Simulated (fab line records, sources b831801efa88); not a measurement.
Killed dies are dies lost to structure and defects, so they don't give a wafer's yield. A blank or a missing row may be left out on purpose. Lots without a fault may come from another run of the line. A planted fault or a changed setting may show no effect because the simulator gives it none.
Which tool did it? | flow gf180mcu | 24 lots, 72 wafers sampled, at 5 steps of a route of 602

WHAT THE GAUGES READ, wafer by wafer
GF_STI_THK_MEAS_04.
lot  | measured    | on            | STI_CVD_03_THK (nm)
L074 | day 1 13:34 | film_metro-02 | 207.7 206.5 205.4
L075 | day 1 18:34 | film_metro-03 | 206.7 208.4 206.2
L076 | day 2 00:34 | film_metro-03 | 207.4 206.4 205.3
L077 | day 2 04:34 | film_metro-03 | 204.3 205.6 205.0
L078 | day 2 09:34 | film_metro-04 | 210.5 208.4 210.7
L079 | day 2 14:35 | film_metro-04 | 210.9 209.3 210.2
L080 | day 2 20:14 | film_metro-03 | 205.4 206.9 205.5
L081 | day 3 00:34 | film_metro-02 | 206.8 206.0 207.9
L082 | day 3 07:05 | film_metro-02 | 208.9 210.6 209.1
L083 | day 3 10:34 | film_metro-03 | 205.7 208.5 205.6
L084 | day 3 15:55 | film_metro-03 | 205.6 203.9 203.0
L085 | day 3 22:26 | film_metro-04 | 206.6 208.5 207.5
L086 | day 4 01:46 | film_metro-03 | 209.8 210.4 208.9
L087 | day 4 10:37 | film_metro-02 | 205.3 207.4 204.9
L088 | day 4 15:22 | film_metro-04 | 205.9 204.5 206.3
L089 | day 4 19:52 | film_metro-04 | 208.4 209.8 208.3
L090 | day 5 00:30 | film_metro-03 | 205.7 205.3 204.6
L091 | day 5 02:59 | film_metro-02 | 207.0 209.4 207.1
L092 | day 5 08:00 | film_metro-04 | 207.4 209.5 207.6
L093 | day 5 13:33 | film_metro-02 | 209.8 207.8 208.7
L094 | day 5 17:35 | film_metro-03 | 208.6 208.1 209.5
L095 | day 5 22:44 | film_metro-03 | 206.1 206.4 208.7
L096 | day 6 04:54 | film_metro-03 | 208.9 206.3 207.1
L097 | day 6 09:11 | film_metro-04 | 204.7 204.8 203.2

GF_SALICIDE_THK_MEAS_05: measures by xrf.
lot  | measured     | on            | SALICIDE_TIN_THK (nm)
L074 | day 15 06:10 | film_metro-01 | 20.36 20.20 20.23
L075 | day 15 07:06 | film_metro-01 | 19.79 19.79 19.93
L076 | day 15 16:28 | film_metro-01 | 20.23 20.00 19.89
L077 | day 16 07:38 | film_metro-02 | 20.59 20.47 20.56
L078 | day 16 10:04 | film_metro-02 | 20.37 20.40 20.50
L079 | day 16 17:19 | film_metro-02 | 19.99 19.92 19.84
L080 | day 17 08:04 | film_metro-02 | 20.00 20.05 20.00
L081 | day 17 10:48 | film_metro-01 | 19.58 19.69 19.59
L082 | day 17 19:29 | film_metro-01 | 20.01 19.72 19.80
L083 | day 18 01:54 | film_metro-01 | 20.40 20.27 20.24
L084 | day 18 13:05 | film_metro-03 | 19.81 19.77 19.75
L085 | day 19 00:54 | film_metro-01 | 20.18 20.33 20.16
L086 | day 19 03:55 | film_metro-03 | 19.98 19.91 19.87
L087 | day 20 03:37 | film_metro-02 | 20.36 20.40 20.60
L088 | day 20 08:27 | film_metro-03 | 19.92 19.93 20.16
L089 | day 20 17:51 | film_metro-03 | 20.15 20.18 20.11
L090 | day 21 02:14 | film_metro-03 | 19.79 19.84 19.88
L091 | day 21 06:20 | film_metro-03 | 20.16 20.26 20.12
L092 | day 21 16:17 | film_metro-03 | 19.68 19.76 19.78
L093 | day 22 06:27 | film_metro-03 | 20.16 20.26 20.02
L094 | day 22 06:46 | film_metro-03 | 19.46 19.50 19.77
L095 | day 22 12:49 | film_metro-02 | 19.78 19.66 19.91
L096 | day 23 10:22 | film_metro-02 | 20.18 20.22 20.18
L097 | day 23 13:28 | film_metro-03 | 19.88 19.71 19.73

GF_V1_THK_MEAS_01.
lot  | measured     | on            | V1_CVD_00_THK (nm)
L074 | day 17 05:37 | film_metro-04 | 621 619 611
L075 | day 17 06:08 | film_metro-02 | 621 615 625
L076 | day 17 16:43 | film_metro-03 | 615 619 611
L077 | day 18 07:47 | film_metro-04 | 618 608 616
L078 | day 18 10:21 | film_metro-03 | 607 609 607
L079 | day 18 18:40 | film_metro-02 | 623 612 628
L080 | day 19 09:34 | film_metro-03 | 618 617 619
L081 | day 19 12:48 | film_metro-03 | 619 613 613
L082 | day 19 22:21 | film_metro-02 | 617 611 616
L083 | day 20 06:00 | film_metro-02 | 616 618 609
L084 | day 20 17:45 | film_metro-02 | 619 619 621
L085 | day 21 04:28 | film_metro-03 | 615 621 611
L086 | day 21 07:58 | film_metro-03 | 625 624 624
L087 | day 22 06:37 | film_metro-02 | 610 615 618
L088 | day 22 10:46 | film_metro-03 | 625 634 630
L089 | day 22 18:27 | film_metro-03 | 604 600 601
L090 | day 23 04:08 | film_metro-03 | 610 612 609
L091 | day 23 08:03 | film_metro-03 | 623 618 614
L092 | day 23 17:28 | film_metro-03 | 616 615 622
L093 | day 24 07:01 | film_metro-04 | 608 610 609
L094 | day 24 07:17 | film_metro-02 | 610 608 610
L095 | day 24 13:16 | film_metro-03 | 625 622 622
L096 | day 25 08:58 | film_metro-03 | 620 610 615
L097 | day 25 12:27 | film_metro-02 | 619 614 621

WHICH TOOL RAN EACH LOT (tool, then ch and the chambers of the sampled wafers, then the start)
lot  | GF_POLY_GATE_ETCH_13             | GF_CONTACT_STRIP_18
L074 | rie_si-01 ch 0,1,3, day 9 06:59  | plasma_asher-03 ch 0,1, day 16 04:53
L075 | rie_si-01 ch 2,3, day 9 08:32    | plasma_asher-03 ch 0,1, day 16 06:17
L076 | rie_si-01 ch 1,2,3, day 9 15:53  | plasma_asher-01 ch 0, day 16 15:42
L077 | rie_si-02 ch 0,1,2, day 10 03:08 | plasma_asher-03 ch 0,1, day 17 07:27
L078 | rie_si-02 ch 0,1,2, day 10 08:26 | plasma_asher-01 ch 0,1, day 17 09:29
L079 | rie_si-02 ch 1,3, day 10 12:17   | plasma_asher-02 ch 0,1, day 17 17:03
L080 | rie_si-01 ch 1,2, day 10 23:44   | plasma_asher-02 ch 0,1, day 18 07:50
L081 | rie_si-02 ch 0,1,3, day 11 03:03 | plasma_asher-03 ch 0,1, day 18 10:35
L082 | rie_si-01 ch 1,3, day 11 09:59   | plasma_asher-01 ch 0,1, day 18 19:44
L083 | rie_si-01 ch 1,2,3, day 11 16:14 | plasma_asher-03 ch 0,1, day 19 03:06
L084 | rie_si-02 ch 0,1,3, day 12 00:47 | plasma_asher-02 ch 0,1, day 19 14:50
L085 | rie_si-01 ch 1,2,3, day 12 10:05 | plasma_asher-03 ch 0,1, day 20 02:14
L086 | rie_si-02 ch 0,3, day 12 12:38   | plasma_asher-03 ch 0,1, day 20 05:53
L087 | rie_si-02 ch 0,3, day 13 04:47   | plasma_asher-01 ch 0,1, day 21 04:59
L088 | rie_si-02 ch 0,2,3, day 13 08:57 | plasma_asher-01 ch 0,1, day 21 09:38
L089 | rie_si-01 ch 1,2, day 13 16:34   | plasma_asher-01 ch 0, day 21 18:05
L090 | rie_si-01 ch 0,2, day 13 22:44   | plasma_asher-01 ch 0,1, day 22 03:08
L091 | rie_si-01 ch 0,3, day 14 05:50   | plasma_asher-03 ch 0,1, day 22 06:47
L092 | rie_si-02 ch 2,3, day 14 15:59   | plasma_asher-01 ch 0,1, day 22 16:51
L093 | rie_si-01 ch 0,2,3, day 15 01:26 | plasma_asher-03 ch 0,1, day 23 06:47
L094 | rie_si-02 ch 0,1, day 15 02:52   | plasma_asher-02 ch 0,1, day 23 07:08
L095 | rie_si-02 ch 0,3, day 15 09:01   | plasma_asher-01 ch 0,1, day 23 12:41
L096 | rie_si-02 ch 0,3, day 16 06:52   | plasma_asher-03 ch 0,1, day 24 09:29
L097 | rie_si-02 ch 0,1,3, day 16 09:58 | plasma_asher-02 ch 0,1, day 24 13:03
- GF_POLY_GATE_ETCH_13: etches poly-Si in HBr/Cl2, stops on SiO2, target depth 198.5 nm, time 69.6 s.
- GF_CONTACT_STRIP_18: strips in O2/N2.

WHAT THE TOOLS THEMSELVES READ (means of the sampled wafers that have a number; where no wafer has one, the mark that the record gives instead)
GF_POLY_GATE_ETCH_13.
lot  | tool      | drypump_motor_current_A (A) | oes_product_au (a.u.) | throttle_valve_pct (%)
L074 | rie_si-01 | 5.7                         | 0.990                 | 33.681
L075 | rie_si-01 | 5.5                         | 0.978                 | 33.688
L076 | rie_si-01 | 5.8                         | 0.983                 | 33.678
L077 | rie_si-02 | 5.9                         | 0.982                 | 33.685
L078 | rie_si-02 | 5.9                         | 0.989                 | 33.691
L079 | rie_si-02 | 6.4                         | 0.985                 | 33.693
L080 | rie_si-01 | 5.9                         | 0.996                 | 33.675
L081 | rie_si-02 | 6.1                         | 0.984                 | 33.674
L082 | rie_si-01 | 5.8                         | 0.976                 | 33.688
L083 | rie_si-01 | 5.8                         | 0.992                 | 33.676
L084 | rie_si-02 | 6.0                         | 0.985                 | 33.686
L085 | rie_si-01 | 5.8                         | 0.985                 | 33.684
L086 | rie_si-02 | 5.6                         | 0.992                 | 33.686
L087 | rie_si-02 | 5.6                         | 0.982                 | 33.686
L088 | rie_si-02 | 5.9                         | 0.987                 | 33.682
L089 | rie_si-01 | 6.2                         | 0.990                 | 33.691
L090 | rie_si-01 | 5.2                         | 0.985                 | 33.692
L091 | rie_si-01 | 5.4                         | 0.989                 | 33.697
L092 | rie_si-02 | 6.3                         | 0.995                 | 33.672
L093 | rie_si-01 | 5.4                         | 0.985                 | 33.689
L094 | rie_si-02 | 6.1                         | 0.987                 | 33.678
L095 | rie_si-02 | 6.0                         | 0.980                 | 33.690
L096 | rie_si-02 | 6.0                         | 0.991                 | 33.682
L097 | rie_si-02 | 6.1                         | 0.985                 | 33.689

GF_CONTACT_STRIP_18.
lot  | tool            | drypump_motor_current_A (A) | heater_power_w (W) | oes_product_au (a.u.)
L074 | plasma_asher-03 | 5.68                        | 367                | 0.579
L075 | plasma_asher-03 | 5.68                        | 369                | 0.581
L076 | plasma_asher-01 | 5.73                        | 358                | 0.586
L077 | plasma_asher-03 | 5.67                        | 368                | 0.578
L078 | plasma_asher-01 | 5.82                        | 306                | 0.579
L079 | plasma_asher-02 | 5.73                        | 349                | 0.579
L080 | plasma_asher-02 | 5.63                        | 324                | 0.576
L081 | plasma_asher-03 | 5.67                        | 369                | 0.583
L082 | plasma_asher-01 | 5.80                        | 336                | 0.580
L083 | plasma_asher-03 | 5.68                        | 371                | 0.579
L084 | plasma_asher-02 | 5.62                        | 335                | 0.583
L085 | plasma_asher-03 | 5.67                        | 371                | 0.578
L086 | plasma_asher-03 | 5.65                        | 367                | 0.578
L087 | plasma_asher-01 | 5.81                        | 307                | 0.573
L088 | plasma_asher-01 | 5.78                        | 331                | 0.578
L089 | plasma_asher-01 | 5.74                        | 359                | 0.579
L090 | plasma_asher-01 | 5.80                        | 335                | 0.588
L091 | plasma_asher-03 | 5.68                        | 372                | 0.579
L092 | plasma_asher-01 | 5.81                        | 333                | 0.581
L093 | plasma_asher-03 | 5.68                        | 369                | 0.581
L094 | plasma_asher-02 | 5.73                        | 363                | 0.584
L095 | plasma_asher-01 | 5.78                        | 339                | 0.579
L096 | plasma_asher-03 | 5.68                        | 362                | 0.574
L097 | plasma_asher-02 | 5.72                        | 360                | 0.581

THE ANSWER, worked out from the rows above alone
Rule: what is usual is taken from the lots themselves. Put in order of their means at a reading, lots are off if they are a third of the lots or fewer, leave a main group of 4 or more, and stand apart from it by a gap of 3 or more times the standard deviation of the main group's means; of several such gaps the widest counts. A main group whose means are all the same, to the digits that the tables above print for the reading, isn't used. A lot without any number at a reading at which 4 lots or more have one is off too. The other lots that the step has rows for count as sound. The gauges are gone through in route order, then the tools' own readings, and for those a lot's mean is taken as printed above. The first step at which some lot is off is used, and at that step the reading that is off furthest; a lot without a number counts as furthest.
No lot is off at any reading shown: from this, nothing can be told.

WHAT THE SIMULATOR HAD PUT IN
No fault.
